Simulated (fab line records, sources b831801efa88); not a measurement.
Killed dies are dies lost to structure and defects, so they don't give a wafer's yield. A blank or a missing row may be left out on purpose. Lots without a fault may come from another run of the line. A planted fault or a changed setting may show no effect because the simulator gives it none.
fab line records | flow sky130
record lots=14 wafers=42 last_day=50
route steps=708 shown FIELD_ISO@5 DNWELL@39 VT_ADJUST_LVTN@115 VT_ADJUST_NCORE@130
lots that met no fault: from a run of the same line without faults
start_h: hours from the record's first day to the start of the lot's first wafer shown | wait_h: hours since the lot's step before | " the same as in the row above | L1.1+2: a row that stands for several wafers | - no value, or no start given | * or withheld: withheld | < > ~ a bound
route shown NAME@n: a module of which the file shows steps, and the number in the route of the first | usual: mean/standard deviation of fault-free wafers | same: alike in all rows | chamber/n: place in a boat | sites: the reading at each site | _std_site: their standard deviation | _edge_site: outer sites' mean less inner sites' | radius_mm: how far each site lies from the wafer's centre | mask NAME#n: copy n | behind: the tool/chamber that last shaped the wafer | hold: why the lot was held/for how many hours/how that ended | device: the transistor (n, p or np) that didn't switch | end of line: the same wafers' tests at the end of the route | a step without rows: its recipe alone | killed: dies lost to structure and defects at the first sort, not the wafer's yield | map: a wafer's dies, x killed, . not, _ none there
set.NAME: the setting as run; set.NAME@STEP: as run at that earlier step | model.NAME: the simulator's own value behind a step, which no gauge read
steps of the route over a sample of lots; a table a step, a row a wafer
services: from which hour (start_h, from the record's first day; less than 0 if before it) a tool's chamber was out of use, for how many hours, and why
## steps
# step SKY_FIELD_ISO_THK_MEAS_04
# recipe reads=Si3N4_of_FIELD_ISO_CVD_03
# usual FIELD_ISO_CVD_03_THK=165.7/1.4
# columns lot.wafer tool chamber start_h wait_h FIELD_ISO_CVD_03_THK[nm]
L480.2 film_metro-03 - 18.49 0.0 165.5
L480.4 " - " " 166.1
L480.5 " - " " 166.8
L484.1 film_metro-04 - 39.81 0.0 163.8
L484.5 " - " " 163.6
L484.6 " - " " 163.7
L485.2 film_metro-04 - 45.30 0.0 164.8
L485.4 " - " " 165.7
L485.6 " - " " 166.0
L488.1 film_metro-03 - 60.81 0.0 165.8
L488.5 " - " " 164.9
L488.6 " - " " 165.0
L489.3 film_metro-02 - 63.82 0.0 165.4
L489.5 " - " " 166.3
L489.6 " - " " 165.7
L490.1 film_metro-04 - 68.88 0.0 167.8
L490.3 " - " " 169.7
L490.4 " - " " 169.5
L491.2 film_metro-04 - 75.72 0.0 165.6
L491.3 " - " " 165.2
L491.4 " - " " 165.0
L492.2 film_metro-02 - 84.50 0.0 164.6
L492.5 " - " " 165.0
L492.6 " - " " 164.8
L497.1 film_metro-02 - 108.44 0.0 167.6
L497.3 " - " " 166.6
L497.5 " - " " 166.8
L498.1 film_metro-02 - 111.27 0.0 165.9
L498.5 " - " " 165.6
L498.6 " - " " 165.5
L499.1 film_metro-04 - 115.36 0.0 165.6
L499.3 " - " " 164.6
L499.4 " - " " 165.2
L500.2 film_metro-02 - 119.11 0.0 166.1
L500.4 " - " " 166.2
L500.5 " - " " 166.7
L501.1 film_metro-04 - 126.73 0.0 166.7
L501.2 " - " " 167.6
L501.6 " - " " 164.9
L502.3 film_metro-02 - 129.76 0.0 165.9
L502.5 " - " " 165.2
L502.6 " - " " 165.5
# step SKY_DNWELL_EXPOSE_04
# recipe mask_id=DNM na=0.57 target_cd_nm=3000 dose_mj=222
# usual exposure_dose_mJ_cm2=221.98/0.22 focus_offset_nm=-0.1/0.52 na=0.57/0
# columns lot.wafer tool chamber start_h wait_h mask exposure_dose_mJ_cm2 focus_offset_nm na
L480.2 iline_stepper-01 0 49.43 - DNM#0 221.97 -0.9 0.57
L480.4 " 0 " " DNM#0 221.59 0.0 0.57
L480.5 " 0 " " DNM#0 221.64 0.0 0.57
L484.1 iline_stepper-02 0 70.82 - DNM#0 222.13 0.8 0.57
L484.5 " 0 " " DNM#0 221.78 -0.5 0.57
L484.6 " 0 " " DNM#0 222.19 -0.5 0.57
L485.2 iline_stepper-02 0 77.77 - DNM#0 221.50 -1.3 0.57
L485.4 " 0 " " DNM#0 221.82 -1.0 0.57
L485.6 " 0 " " DNM#0 222.11 -0.9 0.57
L489.3 iline_stepper-02 0 104.83 - DNM#0 222.01 -0.3 0.57
L489.5 " 0 " " DNM#0 222.15 -0.7 0.57
L489.6 " 0 " " DNM#0 222.26 0.1 0.57
L490.1 iline_stepper-02 0 105.79 - DNM#0 222.00 -0.3 0.57
L490.3 " 0 " " DNM#0 222.04 0.3 0.57
L490.4 " 0 " " DNM#0 221.90 -0.6 0.57
L488.1 iline_stepper-01 - 106.51 - DNM#0 - - -
L488.5 " - " " DNM#0 - - -
L488.6 " - " " DNM#0 - - -
L491.2 iline_stepper-01 - 113.21 - DNM#0 - - -
L491.3 " - " " DNM#0 - - -
L491.4 " - " " DNM#0 - - -
L492.2 iline_stepper-01 0 121.25 - DNM#0 221.70 0.4 0.57
L492.5 " 0 " " DNM#0 221.95 0.9 0.57
L492.6 " 0 " " DNM#0 221.91 -0.1 0.57
L497.1 iline_stepper-01 0 143.59 - DNM#0 222.03 -0.7 0.57
L497.3 " 0 " " DNM#0 222.08 0.1 0.57
L497.5 " 0 " " DNM#0 221.82 -0.1 0.57
L498.1 iline_stepper-02 0 147.76 - DNM#0 221.92 0.1 0.57
L498.5 " 0 " " DNM#0 222.22 0.1 0.57
L498.6 " 0 " " DNM#0 221.95 0.1 0.57
L499.1 iline_stepper-02 0 151.58 - DNM#0 222.27 0.1 0.57
L499.3 " 0 " " DNM#0 221.92 -0.2 0.57
L499.4 " 0 " " DNM#0 221.84 0.8 0.57
L500.2 iline_stepper-02 0 154.40 - DNM#0 221.88 -0.6 0.57
L500.4 " 0 " " DNM#0 221.57 0.4 0.57
L500.5 " 0 " " DNM#0 221.75 0.8 0.57
L501.1 iline_stepper-01 0 166.56 - DNM#0 221.28 -0.4 0.57
L501.2 " 0 " " DNM#0 221.93 0.0 0.57
L501.6 " 0 " " DNM#0 221.70 -0.2 0.57
L502.3 iline_stepper-01 0 172.89 - DNM#0 221.81 -0.3 0.57
L502.5 " 0 " " DNM#0 221.88 0.1 0.57
L502.6 " 0 " " DNM#0 222.18 -0.7 0.57
# step SKY_DNWELL_TW_MEAS_09
# usual DNWELL_TW=1115/8.4
# columns lot.wafer tool chamber start_h wait_h DNWELL_TW
L480.2 film_metro-01 - 57.06 0.1 1120
L480.4 " - " " 1117
L480.5 " - " " 1127
L484.1 film_metro-02 - 79.44 0.1 1124
L484.5 " - " " 1119
L484.6 " - " " 1112
L485.2 film_metro-02 - 85.65 0.1 1117
L485.4 " - " " 1120
L485.6 " - " " 1115
L489.3 film_metro-03 - 112.85 0.1 1129
L489.5 " - " " 1123
L489.6 " - " " 1128
L490.1 film_metro-02 - 114.58 0.1 1109
L490.3 " - " " 1104
L490.4 " - " " 1102
L488.1 film_metro-01 - 114.99 0.1 30
L488.5 " - " " 30
L488.6 " - " " 30
L491.2 film_metro-01 - 123.09 0.1 30
L491.3 " - " " 30
L491.4 " - " " 30
L492.2 film_metro-02 - 130.45 0.1 1104
L492.5 " - " " 1109
L492.6 " - " " 1117
L497.1 film_metro-02 - 152.79 0.1 1106
L497.3 " - " " 1106
L497.5 " - " " 1108
L498.1 film_metro-01 - 158.30 0.1 1103
L498.5 " - " " 1104
L498.6 " - " " 1104
L499.1 film_metro-02 - 161.69 0.1 1104
L499.3 " - " " 1107
L499.4 " - " " 1104
L500.2 film_metro-02 - 164.49 0.1 1108
L500.4 " - " " 1111
L500.5 " - " " 1120
L501.1 film_metro-03 - 175.94 0.1 1122
L501.2 " - " " 1123
L501.6 " - " " 1117
L502.3 film_metro-02 - 182.82 0.1 1115
L502.5 " - " " 1112
L502.6 " - " " 1115
# step SKY_VT_ADJUST_LVTN_OVL_MEAS_18
# usual VT_ADJUST_LVTN_01_OVL=-1.0/1.2
# columns lot.wafer tool chamber start_h wait_h VT_ADJUST_LVTN_01_OVL[nm]
L480.2 overlay-02 - 164.41 0.1 -2.1
L480.4 " - " " -2.3
L480.5 " - " " -1.6
L484.1 overlay-02 - 191.65 0.1 -1.2
L484.5 " - " " -0.3
L484.6 " - " " -0.4
L485.2 overlay-01 - 200.19 0.1 -0.2
L485.4 " - " " -0.3
L485.6 " - " " -0.2
L489.3 overlay-02 - 235.99 0.1 -0.8
L489.5 " - " " -0.4
L489.6 " - " " 0.3
L490.1 overlay-02 - 237.19 0.1 -0.1
L490.3 " - " " 0.8
L490.4 " - " " -1.6
L488.1 overlay-01 - 238.19 0.1 -1.8
L488.5 " - " " -1.8
L488.6 " - " " -2.3
L491.2 overlay-01 - 246.64 0.1 -1.6
L491.3 " - " " -1.2
L491.4 " - " " -1.5
L492.2 overlay-02 - 256.59 0.1 -0.7
L492.5 " - " " -2.0
L492.6 " - " " -1.3
L497.1 overlay-01 - 284.85 0.1 2.4
L497.3 " - " " 1.4
L497.5 " - " " 0.8
L498.1 overlay-02 - 291.28 0.1 -2.0
L498.5 " - " " -1.4
L498.6 " - " " -1.5
L499.1 overlay-02 - 295.23 0.1 0.9
L499.3 " - " " 0.1
L499.4 " - " " -0.2
L500.2 overlay-01 - 299.11 0.1 -0.8
L500.4 " - " " -1.8
L500.5 " - " " -2.5
L501.1 overlay-02 - 315.60 0.1 -1.5
L501.2 " - " " -1.6
L501.6 " - " " -1.0
L502.3 overlay-02 - 324.24 0.1 -1.6
L502.5 " - " " -3.0
L502.6 " - " " -2.6
# step SKY_VT_ADJUST_NCORE_TW_MEAS_11
# usual VT_ADJUST_NCORE_TW=216.6/2.7
# columns lot.wafer tool chamber start_h wait_h VT_ADJUST_NCORE_TW
L480.2 film_metro-02 - 184.55 0.1 219.5
L480.4 " - " " 218.4
L480.5 " - " " 218.7
L484.1 film_metro-04 - 213.19 0.1 215.0
L484.5 " - " " 216.5
L484.6 " - " " 215.1
L485.2 film_metro-02 - 222.65 0.1 218.4
L485.4 " - " " 217.5
L485.6 " - " " 218.4
L489.3 film_metro-02 - 259.26 0.1 216.8
L489.5 " - " " 218.0
L489.6 " - " " 216.7
L490.1 film_metro-04 - 260.44 0.1 212.3
L490.3 " - " " 214.2
L490.4 " - " " 213.2
L488.1 film_metro-04 - 261.21 0.1 214.6
L488.5 " - " " 213.3
L488.6 " - " " 213.9
L491.2 film_metro-03 - 270.75 0.1 221.2
L491.3 " - " " 221.2
L491.4 " - " " 221.5
L492.2 film_metro-04 - 280.65 0.1 212.1
L492.5 " - " " 212.9
L492.6 " - " " 211.9
L497.1 film_metro-04 - 310.66 0.1 213.0
L497.3 " - " " 212.8
L497.5 " - " " 213.2
L498.1 film_metro-02 - 317.11 0.1 217.1
L498.5 " - " " 216.7
L498.6 " - " " 216.5
L499.1 film_metro-04 - 321.54 0.1 212.3
L499.3 " - " " 212.4
L499.4 " - " " 212.9
L500.2 film_metro-03 - 325.30 0.1 220.0
L500.4 " - " " 221.0
L500.5 " - " " 222.0
L501.1 film_metro-03 - 342.34 0.1 219.5
L501.2 " - " " 219.6
L501.6 " - " " 219.8
L502.3 film_metro-02 - 350.73 0.1 218.1
L502.5 " - " " 217.6
L502.6 " - " " 218.9
## services
# columns tool chamber start_h hours kind
iline_stepper-02 - 51.15 1.7 pm
iline_stepper-01 - 52.35 12.8 repair
iline_stepper-01 - 95.73 1.3 repair
iline_stepper-01 - 133.33 1.7 pm
## key
first_sign step=SKY_DNWELL_EXPOSE_04 reading=tool_record direction=missing
effect step=SKY_DNWELL_TW_MEAS_09 reading=DNWELL_TW direction=down sigmas=99+ usual=1115 struck=30
met_at SKY_DNWELL_EXPOSE_04
struck_lots L488,L491
sort_left_out L488.1,L488.5,L488.6,L491.2,L491.3,L491.4
tester_left_out L488,L491
not_acting_at SKY_FIELD_ISO_THK_MEAS_04,SKY_VT_ADJUST_LVTN_OVL_MEAS_18,SKY_VT_ADJUST_NCORE_TW_MEAS_11
onset_between 49.43 106.51
fault kind=skipped_step_whole tool=iline_stepper-01 chamber=- onset_h=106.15 steps=SKY_DNWELL_EXPOSE_04 scope=struck_lots_only
# tester_left_out: of these lots the tester's yield and bins aren't shown, on N5 and GAA mostly nor the transistor test; their killed dies are dies lost to structure and defects alone, not to doping, threshold or leakage, so they don't give the yield
# sort_left_out: the simulated sort isn't trusted on such a fault, so these wafers' sort isn't shown, and their yield isn't known
